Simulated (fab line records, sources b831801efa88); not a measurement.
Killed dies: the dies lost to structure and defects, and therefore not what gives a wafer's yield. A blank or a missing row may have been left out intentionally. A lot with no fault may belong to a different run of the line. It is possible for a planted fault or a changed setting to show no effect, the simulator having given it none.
fab line records | flow sky130
[record] lots = 7 wafers = 19 lastDay = 50
route steps=708 shown FIELD_ISO@6 PAD_OPEN@708
lots that met no fault: from a run of the same line without faults
startH: hours from the record's first day to the start of the lot's first wafer shown | waitH: how many hours have passed since the lot's step before this one | " the same as in the row above | L1.1+2: several wafers, shown together as one row | - no value, or no start was given | * or withheld: withheld | < > ~ a bound
route shown NAME@n: NAME is a module with steps in the file, n the number in the route of the first one | usual: average and standard deviation across the fault-free wafers | same: alike in all rows | chamber/n: place in a boat | sites: readings site by site | _std_site: standard deviation of those values | _edge_site: inner sites' mean taken away from outer sites' mean | radiusMm: for every site, how far away it sits from the centre of the wafer | mask NAME#n: copy n | behind: the tool/chamber that last shaped the wafer | hold: why the lot went on hold/how many hours it stayed there/how the hold came to an end | device: the transistor (n, p or np) that didn't switch | end of line: the same wafers' tests at the end of the route | a step given without rows: its recipe and nothing more | killed: the dies lost at the first sort to structure and to defects; this is not the yield of the wafer | map: a wafer's dies, x killed, . not, _ none there
set.NAME: the setting as run; set.NAME@STEP: as run at that earlier step | model.NAME: the simulator's own value behind a step, which no gauge read
lots at some steps of the route; a table a step, a row a wafer
services: from which hour (startH, from the record's first day; less than 0 if before it) a tool's chamber was out of use, for how many hours, and why
[[steps]]
[step SKY_FIELD_ISO_DEHYDRATE_05]
[recipe] tempC = 200 timeS = 60
[step SKY_FIELD_ISO_HMDS_06]
[recipe] primeTimeS = 60 primeTempC = 120
[step SKY_FIELD_ISO_COAT_07]
[recipe] resist = BARC tempC = withheld timeS = withheld spinRpm = 3000 resistThkNm = 60
[step SKY_FIELD_ISO_COAT_08]
[recipe] resist = KrF-thick spinRpm = 3000 resistThkNm = 450
[step SKY_FIELD_ISO_SOFTBAKE_09]
[recipe] tempC = 100 timeS = 90 resist = KrF-thick
[step SKY_FIELD_ISO_EXPOSE_10]
[recipe] maskId = FOM na = 0.68 sourceShape = annular sigmaInner = 0.4 sigmaOuter = 0.8 targetCdNm = 150 doseMj = 28
[step SKY_FIELD_ISO_PEB_11]
[recipe] pebTempC = withheld pebTimeS = withheld resist = KrF-thick
[step SKY_FIELD_ISO_DEVELOP_12]
[recipe] developTimeS = 60 resist = KrF-thick devTempC = 21
[step SKY_FIELD_ISO_CD_MEAS_13]
[recipe] targetCdNm = 150
[usual] cdNm = 149.8/1.4
// columns lot.wafer tool chamber startH waitH cdNm
L923.1 cdSem-01 - 31.21 - 151.5
L923.2 " - " " 150.7
L923.5 " - " " 149.5
L931.2 cdSem-01 - 70.98 - 148.0
L931.3 " - " " 149.7
L931.6 " - " " 149.8
L936.1 cdSem-01 - 98.14 - 147.8
L936.3 " - " " 148.6
L936.5 " - " " 150.8
L939.2 cdSem-01 - 111.17 - 147.8
L939.4 " - " " 148.7
L941.2 cdSem-01 - 121.93 - 150.8
L941.4 " - " " 148.7
L943.1 cdSem-01 - 132.50 - 147.8
L943.3 " - " " 148.4
L943.5 " - " " 148.3
L944.1 cdSem-01 - 139.96 - 149.5
L944.3 " - " " 148.5
L944.6 " - " " 149.4
[step SKY_FIELD_ISO_ETCH_14]
[recipe] chemistry = N2/H2 target = BARC ionEnergyEv = 200 sourceW = 500 biasW = 100 pressureMtorr = 30 n2FlowSccm = 100 h2FlowSccm = 200 stopOn = SiO2 timeS = 45.9 targetDepthA = 600
[usual] drypumpMotorCurrentA = 5.9/0.43 oesProductAu = 0.856/0.0045 runLengthS = 74.2/0.37 throttleValvePct = 13.225/0.0088
// columns lot.wafer tool chamber startH waitH drypumpMotorCurrentA oesProductAu rfHoursCounterH runLengthS throttleValvePct
L923.1 rieDiel-03 2 31.33 0.1 6.3 0.853 170 74.4 13.227
L923.2 " 0 " " 6.4 0.859 164 74.4 13.230
L923.5 " 3 " " 5.7 0.859 - 73.9 13.229
L931.2 rieDiel-04 0 71.08 0.1 6.3 0.859 141 74.0 13.233
L931.3 " 3 " " 5.3 0.854 121 74.1 13.222
L931.6 " 1 " " 6.5 0.851 - 74.6 13.217
L936.1 rieDiel-02 2 98.26 0.1 5.4 0.849 2 74.0 13.233
L936.3 " 0 " " 6.0 0.855 89 74.6 13.218
L936.5 " 3 " " 6.1 0.857 - 73.9 13.212
L939.2 rieDiel-03 3 111.27 0.1 5.8 0.856 155 73.9 13.246
L939.4 " 3 " " 5.8 0.854 - 73.5 13.219
L941.2 rieDiel-04 3 122.03 0.1 5.3 0.850 122 74.6 13.232
L941.4 " 1 " " 6.5 0.852 81 74.5 13.228
L943.1 rieDiel-02 3 132.62 0.1 6.1 0.851 5 73.9 13.225
L943.3 " 2 " " 5.4 0.855 2 73.6 13.244
L943.5 " 2 " " 5.4 0.858 - 73.9 13.218
L944.1 rieDiel-02 0 140.08 0.1 6.0 0.859 90 74.6 13.215
L944.3 " 2 " " 5.4 0.854 3 73.5 13.219
L944.6 " 3 " " 6.1 0.857 - 74.0 13.231
[step SKY_FIELD_ISO_ETCH_15]
[recipe] chemistry = CHF3/O2 targetDepthNm = 180 stopOn = Si sourceW = 600 biasW = 200 pressureMtorr = 40 chf3FlowSccm = 50 O2_flow_sccm = 5 timeS = 72
[usual] drypumpMotorCurrentA = 5.9/0.43 oesProductAu = 0.943/0.0066 runLengthS = 100.3/0.36 throttleValvePct = 8.843/0.0092
// columns lot.wafer tool chamber startH waitH drypumpMotorCurrentA oesProductAu rfHoursCounterH runLengthS throttleValvePct
L923.1 rieDiel-03 2 31.37 0.0 6.2 0.946 170 100.2 8.829
L923.2 " 0 " " 6.4 0.945 164 100.8 8.839
L923.5 " 3 " " 5.7 0.937 - 99.6 8.844
L931.2 rieDiel-04 0 71.12 0.0 6.3 0.956 141 100.0 8.849
L931.3 " 3 " " 5.2 0.951 121 100.6 8.822
L931.6 " 1 " " 6.5 0.952 - 101.1 8.846
L936.1 rieDiel-02 2 98.30 0.0 5.4 0.946 2 100.2 8.841
L936.3 " 0 " " 6.0 0.949 89 100.7 8.859
L936.5 " 3 " " 6.1 0.944 - 99.9 8.843
L939.2 rieDiel-03 3 111.31 0.0 5.7 0.942 155 99.8 8.833
L939.4 " 3 " " 5.7 0.945 - 99.6 8.856
L941.2 rieDiel-04 3 122.07 0.0 5.3 0.941 122 100.4 8.840
L941.4 " 1 " " 6.4 0.936 81 100.6 8.854
L943.1 rieDiel-02 3 132.66 0.0 6.1 0.942 5 99.8 8.833
L943.3 " 2 " " 5.4 0.941 2 99.5 8.843
L943.5 " 2 " " 5.4 0.940 - 99.8 8.843
L944.1 rieDiel-02 0 140.12 0.0 6.0 0.938 90 101.0 8.811
L944.3 " 2 " " 5.4 0.940 3 99.5 8.849
L944.6 " 3 " " 6.1 0.947 - 100.2 8.847
[step SKY_FIELD_ISO_STRIP_16]
[recipe] chemistry = O2/N2 powerW = 1400 pressureMtorr = 1500 platenTempC = withheld o2FlowSccm = 3000 n2FlowSccm = 300 overashFraction = 0.5
[usual] drypumpMotorCurrentA = 5.82/0.28 o2FlowSccm = 3000/8.7 oesProductAu = 0.378/0.0046 stripTimeToEndpointS = 3.556/0.029
[same] overashFraction = 0.5
// columns lot.wafer tool chamber startH waitH drypumpMotorCurrentA o2FlowSccm oesProductAu rfHoursCounterH stripTimeToEndpointS
L923.1 plasmaAsher-03 1 31.43 0.0 5.30 2989 0.376 37 3.543
L923.2 " 0 " " 6.04 2989 0.379 37 3.528
L923.5 " 0 " " 6.07 3003 0.375 - 3.551
L931.2 plasmaAsher-03 1 71.18 0.0 5.32 2993 0.377 41 3.545
L931.3 " 0 " " 6.04 3003 0.383 - 3.573
L931.6 " 0 " " 6.06 3009 0.378 - 3.550
L936.1 plasmaAsher-03 1 98.36 0.0 5.32 3004 0.383 44 3.557
L936.3 " 0 " " 6.04 2999 0.377 - 3.582
L936.5 " 0 " " 6.04 2996 0.377 - 3.575
L939.2 plasmaAsher-03 1 111.37 0.0 5.31 2996 0.378 45 3.543
L939.4 " 0 " " 6.05 2990 0.372 - 3.555
L941.2 plasmaAsher-01 1 122.13 0.0 6.21 2984 0.380 44 3.561
L941.4 " 1 " " 6.22 2997 0.375 - 3.520
L943.1 plasmaAsher-02 1 132.72 0.0 5.75 3005 0.377 1 3.599
L943.3 " 1 " " 5.76 3001 0.380 - 3.577
L943.5 " 1 " " 5.77 3005 0.383 - 3.581
L944.1 plasmaAsher-03 1 140.18 0.0 5.32 2995 0.376 48 3.585
L944.3 " 1 " " 5.32 3003 0.382 - 3.564
L944.6 " 0 " " 6.04 2998 0.377 - 3.551
[step SKY_FIELD_ISO_ETCH_17]
[recipe] targetDepthA = 3420 maskMaterial = Si3N4 chemistry = HBr/Cl2/O2 target = Si taperDeg = 5 icpW = 600 biasW = 150 pressureMtorr = 15 HBr_flow_sccm = 150 Cl2_flow_sccm = 40 O2_flow_sccm = 6 timeS = 97.7
[usual] drypumpMotorCurrentA = 5.8/0.51 oesProductAu = 1.002/0.0087 runLengthS = 126.1/0.67 throttleValvePct = 25.656/0.011
// columns lot.wafer tool chamber startH waitH drypumpMotorCurrentA oesProductAu rfHoursCounterH runLengthS throttleValvePct model.FIELD_ISO.featureDepthNm model.etch.depthNm
L923.1 rieSi-01 0 31.53 0.1 5.5 0.992 100 125.5 25.669 336.9 336.9
L923.2 " 1 " " 6.1 1.009 89 126.5 25.644 347.5 347.5
L923.5 " 2 " " 5.7 1.013 - 125.2 25.632 349 349
L931.2 rieSi-02 3 71.28 0.1 4.7 0.995 133 126.7 25.659 337.3 337.3
L931.3 " 0 " " 6.0 1.001 64 125.2 25.665 340.2 340.2
L931.6 " 3 " " 4.7 0.994 - 127.2 25.659 337.8 337.8
L936.1 rieSi-01 2 98.46 0.1 5.7 1.013 7 125.2 25.648 345.9 345.9
L936.3 " 1 " " 6.0 1.012 90 126.6 25.655 352.8 352.8
L936.5 " 1 " " 6.0 1.017 - 139.1 25.648 392.8 392.8
L939.2 rieSi-01 3 111.47 0.1 6.3 0.998 26 139.3 25.664 385.9 385.9
L939.4 " 2 " " 5.7 0.996 8 125.2 25.650 340.5 340.5
L941.2 rieSi-01 0 122.23 0.1 5.5 0.993 101 137.9 25.656 383 383
L941.4 " 3 " " 6.2 1.012 26 126.8 25.622 349 349
L943.1 rieSi-02 0 132.82 0.1 6.0 1.000 65 125.5 25.660 340.2 340.2
L943.3 " 1 " " 5.8 1.004 5 125.8 25.650 343.9 343.9
L943.5 " 3 " " 4.7 1.005 - 126.7 25.623 342.2 342.2
L944.1 rieSi-02 3 140.28 0.1 4.7 0.997 134 127.0 25.652 340.6 340.6
L944.3 " 1 " " 5.8 1.003 5 126.3 25.654 342.5 342.5
L944.6 " 2 " " 6.4 0.990 - 125.8 25.648 340.1 340.1
[step SKY_FIELD_ISO_WET_ETCH_18]
[recipe] chemistry = H3PO4 targetDepthNm = 25 tempC = 160 target = Si3N4 timeS = 286
[step SKY_PAD_OPEN_PROBE_99]
[usual] killed_at_M0_to_M3 = 43/7.3 killed_at_M4_up = 3.1/1.7 killedAtContacts = 25/5.3 killedAtFrontEnd = 15/4.3 killedAtOther = 0.2/0.54 killedDies = 87/10 killedOpen = 48/7.6 killedShort = 38/6.1
[same] grossDies = 492 killedAtBackSide = 0
// columns lot.wafer tool chamber startH waitH killed_at_M0_to_M3 killed_at_M4_up killedAtContacts killedAtFrontEnd killedAtOther killedDies killedOpen killedShort model.etest.res_p_drift_20v.lineOhmUm model.etest.res_p_drift_20v.rsOhmSq model.etest.pfet_16v.rOnOhmUm model.etest.resIsoPwell.rsOhmSq model.etest.resIsoPwell.lineOhmUm model.etest.nfet_16v.rOnOhmUm model.etest.resNwell.lineOhmUm model.etest.resNwell.rsOhmSq
L923.1 prober-02 - 1088.83 0.1 42 6 28 15 0 91 43 48 1.152e+04 9673 1.475e+04 2787 1046 1.397e+04 1136 927.8
L923.2 prober-02 - 1088.88 0.1 45 2 23 13 0 83 47 36 1.28e+04 1.051e+04 1.538e+04 3075 1126 1.419e+04 1175 976.1
L923.5 prober-02 - 1089.03 0.2 51 2 17 18 0 88 53 35 1.277e+04 1.063e+04 1.523e+04 3100 1164 1.41e+04 1204 981.1
L931.2 prober-01 - 1127.15 0.1 28 5 17 10 0 60 34 26 1.091e+04 9180 1.508e+04 2893 1083 1.428e+04 1099 897.8
L931.3 prober-01 - 1127.20 0.2 40 2 24 11 2 79 39 40 1.11e+04 9324 1.506e+04 2982 1121 1.422e+04 1123 920.2
L931.6 prober-01 - 1127.35 0.2 60 3 20 14 1 98 53 45 1.081e+04 9162 1.514e+04 2912 1079 1.437e+04 1108 905
L936.1 prober-01 - 1151.84 0.1 40 1 20 16 1 78 44 33 1.199e+04 1.009e+04 1.53e+04 3120 1179 1.381e+04 1182 992.4
L936.3 prober-01 - 1151.94 0.2 39 4 25 17 0 85 49 36 1.272e+04 1.053e+04 1.564e+04 3312 1216 1.384e+04 1210 1017
L936.5 prober-01 - 1152.04 0.2 49 7 27 20 0 103 54 49 1.831e+04 1.525e+04 1.841e+04 5028 1867 1.422e+04 1430 1229
L939.2 prober-01 - 1169.36 0.1 42 2 19 16 0 79 45 34 1.663e+04 1.394e+04 1.744e+04 4245 1598 1.43e+04 1448 1219
L939.4 prober-01 - 1169.46 0.2 44 0 20 13 0 77 47 30 1.165e+04 9668 1.517e+04 2868 1082 1.378e+04 1185 1006
L941.2 prober-02 - 1177.68 0.1 45 5 28 10 1 89 45 44 1.419e+04 1.172e+04 1.754e+04 4522 1730 1.442e+04 1258 1075
L941.4 prober-02 - 1177.78 0.2 41 4 27 14 1 87 47 40 1.104e+04 9312 1.543e+04 3244 1208 1.42e+04 1126 948.6
L943.1 prober-02 - 1187.13 0.1 42 3 20 22 1 88 56 32 1.099e+04 9171 1.502e+04 3004 1156 1.412e+04 1113 934.2
L943.3 prober-02 - 1187.23 0.2 44 7 20 24 0 95 45 49 1.13e+04 9422 1.504e+04 3047 1164 1.41e+04 1111 943.8
L943.5 prober-02 - 1187.33 0.2 38 6 22 14 0 80 51 29 1.141e+04 9382 1.507e+04 3067 1176 1.407e+04 1126 940
L944.1 prober-01 - 1192.91 0.1 43 4 31 15 0 93 58 34 1.146e+04 9561 1.496e+04 3118 1158 1.389e+04 1106 938.7
L944.3 prober-01 - 1193.01 0.2 46 5 22 12 0 85 47 38 1.208e+04 9912 1.528e+04 3239 1219 1.42e+04 1144 951.3
L944.6 prober-01 - 1193.16 0.2 37 1 29 10 0 77 41 36 1.166e+04 9715 1.504e+04 3170 1198 1.396e+04 1113 952.1
// killed by level:class
L923.1 CONTACT:geometricParticle:open=11 METAL1:geometricParticle:short=8 VIA1:geometricParticle:open=7 FIELD_ISO:geometricParticle:short=6 LI_CONTACT:geometricParticle:open=6 METAL2:geometricParticle:short=6 LOCAL_INTERCONNECT:geometricParticle:short=5 CONTACT:geometricParticle:short=5
L923.2 CONTACT:geometricParticle:open=9 VIA1:geometricParticle:open=9 VIA3:geometricParticle:open=7 FIELD_ISO:geometricParticle:short=6 VIA2:geometricParticle:open=6 METAL2:geometricParticle:short=6 METAL1:geometricParticle:short=5 POLY_GATE:geometricParticle:open=4
L923.5 VIA1:geometricParticle:open=11 CONTACT:geometricParticle:open=10 VIA2:geometricParticle:open=9 VIA3:geometricParticle:open=8 METAL1:geometricParticle:short=7 METAL2:geometricParticle:short=5 POLY_GATE:geometricParticle:open=4 POLY_GATE:geometricParticle:short=4
L931.2 VIA1:geometricParticle:open=9 CONTACT:geometricParticle:open=7 POLY_GATE:geometricParticle:open=4 METAL2:geometricParticle:short=4 LI_CONTACT:geometricParticle:open=3 LOCAL_INTERCONNECT:geometricParticle:open=3 METAL1:geometricParticle:short=3 VIA3:geometricParticle:open=3
L931.3 VIA1:geometricParticle:open=9 LOCAL_INTERCONNECT:geometricParticle:short=7 LI_CONTACT:geometricParticle:open=5 VIA3:geometricParticle:open=5 VIA3:geometricParticle:short=5 VIA2:geometricParticle:open=5 FIELD_ISO:geometricParticle:open=4 FIELD_ISO:geometricParticle:short=4
L931.6 VIA2:geometricParticle:open=12 METAL2:geometricParticle:short=11 VIA1:geometricParticle:open=10 VIA3:geometricParticle:open=7 CONTACT:geometricParticle:open=7 VIA1:geometricParticle:short=7 LI_CONTACT:geometricParticle:open=6 FIELD_ISO:geometricParticle:short=5
L936.1 CONTACT:geometricParticle:open=8 VIA1:geometricParticle:open=8 CONTACT:geometricParticle:short=6 VIA2:geometricParticle:open=6 FIELD_ISO:geometricParticle:open=5 VIA1:geometricParticle:short=5 METAL2:geometricParticle:short=5 VIA3:geometricParticle:open=5
L936.3 VIA2:geometricParticle:open=9 CONTACT:geometricParticle:open=9 LI_CONTACT:geometricParticle:open=8 VIA1:geometricParticle:open=7 POLY_GATE:geometricParticle:open=6 CONTACT:geometricParticle:short=6 VIA2:geometricParticle:short=5 POLY_GATE:geometricParticle:short=4
L936.5 LI_CONTACT:geometricParticle:open=10 VIA1:geometricParticle:open=10 VIA2:geometricParticle:open=10 VIA3:geometricParticle:open=7 CONTACT:geometricParticle:open=6 CONTACT:geometricParticle:short=6 METAL1:geometricParticle:short=6 METAL4:geometricParticle:short=6
L939.2 VIA1:geometricParticle:open=11 VIA3:geometricParticle:open=7 CONTACT:geometricParticle:short=6 METAL2:geometricParticle:short=6 POLY_GATE:geometricParticle:open=5 CONTACT:geometricParticle:open=5 LI_CONTACT:geometricParticle:open=4 VIA2:geometricParticle:short=4
L939.4 CONTACT:geometricParticle:open=11 METAL2:geometricParticle:short=10 VIA1:geometricParticle:open=9 VIA2:geometricParticle:open=7 VIA3:geometricParticle:open=6 LI_CONTACT:geometricParticle:open=4 VIA1:geometricParticle:short=3 FIELD_ISO:geometricParticle:open=3
L941.2 VIA1:geometricParticle:open=10 CONTACT:geometricParticle:open=9 LI_CONTACT:geometricParticle:open=8 VIA1:geometricParticle:short=8 VIA2:geometricParticle:open=6 METAL4:geometricParticle:short=5 METAL2:geometricParticle:short=5 VIA3:geometricParticle:open=5
L941.4 VIA1:geometricParticle:open=11 LI_CONTACT:geometricParticle:open=9 LOCAL_INTERCONNECT:geometricParticle:short=6 CONTACT:geometricParticle:open=6 VIA1:geometricParticle:short=6 VIA3:geometricParticle:open=6 FIELD_ISO:geometricParticle:short=4 POLY_GATE:geometricParticle:open=4
L943.1 VIA1:geometricParticle:open=12 FIELD_ISO:geometricParticle:open=10 CONTACT:geometricParticle:open=8 FIELD_ISO:geometricParticle:short=6 LI_CONTACT:geometricParticle:open=5 VIA1:geometricParticle:short=4 METAL1:geometricParticle:short=4 VIA2:geometricParticle:open=4
L943.3 VIA1:geometricParticle:open=16 FIELD_ISO:geometricParticle:short=9 CONTACT:geometricParticle:open=7 METAL1:geometricParticle:short=6 FIELD_ISO:geometricParticle:open=5 LI_CONTACT:geometricParticle:open=5 VIA1:geometricParticle:short=5 CONTACT:geometricParticle:short=4
L943.5 CONTACT:geometricParticle:open=10 FIELD_ISO:geometricParticle:open=8 VIA1:geometricParticle:open=8 VIA3:geometricParticle:open=7 LI_CONTACT:geometricParticle:open=6 METAL2:geometricParticle:short=6 METAL1:geometricParticle:short=6 VIA2:geometricParticle:open=5
L944.1 CONTACT:geometricParticle:open=12 VIA1:geometricParticle:open=11 LI_CONTACT:geometricParticle:open=11 VIA2:geometricParticle:open=7 METAL1:geometricParticle:short=6 POLY_GATE:geometricParticle:open=5 METAL3:geometricParticle:short=5 VIA3:geometricParticle:open=5
L944.3 VIA1:geometricParticle:open=10 CONTACT:geometricParticle:open=8 LI_CONTACT:geometricParticle:open=7 METAL3:geometricParticle:short=6 VIA3:geometricParticle:open=5 POLY_GATE:geometricParticle:open=4 VIA2:geometricParticle:open=4 METAL1:geometricParticle:short=4
L944.6 CONTACT:geometricParticle:open=15 METAL1:geometricParticle:short=7 METAL2:geometricParticle:short=7 VIA1:geometricParticle:open=6 FIELD_ISO:geometricParticle:open=4 LI_CONTACT:geometricParticle:open=4 CONTACT:geometricParticle:short=4 VIA1:geometricParticle:short=4
[[services]]
// columns tool chamber startH hours kind
rieDiel-04 2 8.23 1.3 repair
rieSi-02 1 37.84 50.9 repair
rieDiel-02 3 50.37 6.3 repair
rieDiel-04 2 60.28 - clean
rieDiel-04 2 60.28 17.7 scheduledDown
rieDiel-04 2 60.28 17.7 ventCycle
rieDiel-03 - 61.89 4.0 pm
rieDiel-03 2 68.44 - clean
rieDiel-03 2 68.44 18.2 scheduledDown
rieDiel-03 2 68.44 18.2 ventCycle
plasmaAsher-01 - 72.54 1.5 repair
rieSi-02 2 92.66 10.9 repair
rieDiel-03 0 95.67 - clean
rieDiel-03 0 95.67 18.9 scheduledDown
rieDiel-03 0 95.67 18.9 ventCycle
rieDiel-03 3 101.24 9.3 repair
plasmaAsher-02 - 108.75 9.0 pm
plasmaAsher-02 0 108.75 9.0 ventCycle
plasmaAsher-02 1 108.75 9.0 ventCycle
plasmaAsher-02 0 117.75 - clean
plasmaAsher-02 1 117.75 - clean
[[key]]
[firstSign] step = SKY_FIELD_ISO_ETCH_17 reading = runLengthS direction = up sigmas = 19 usual = * struck = *
effect none on later readings
[modelEffect] step = SKY_FIELD_ISO_ETCH_17 value = FIELD_ISO.featureDepthNm without = 343.4 struck = 387.2
[modelEffect] step = SKY_PAD_OPEN_PROBE_99 value = etest.res_p_drift_20v.lineOhmUm without = 1.141e+04 struck = 1.638e+04
metAt SKY_FIELD_ISO_ETCH_17
struckWafers L936.5,L939.2,L941.2
testerLeftOut L936,L939,L941
onsetBetween 31.53 98.46
[fault] kind = processParameterDrift tool = rieSi-01 chamber = - onsetH = 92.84 steps = SKY_FIELD_ISO_ETCH_17 channel = timeS offset = * shape = step endH = 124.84 scope = struckWafersOnly actsIn = * stated = *
// testerLeftOut: of these lots the tester's yield and bins aren't shown, on N5 and GAA mostly nor the transistor test; their killed dies are dies lost to structure and defects alone, not to doping, threshold or leakage, so they don't give the yield
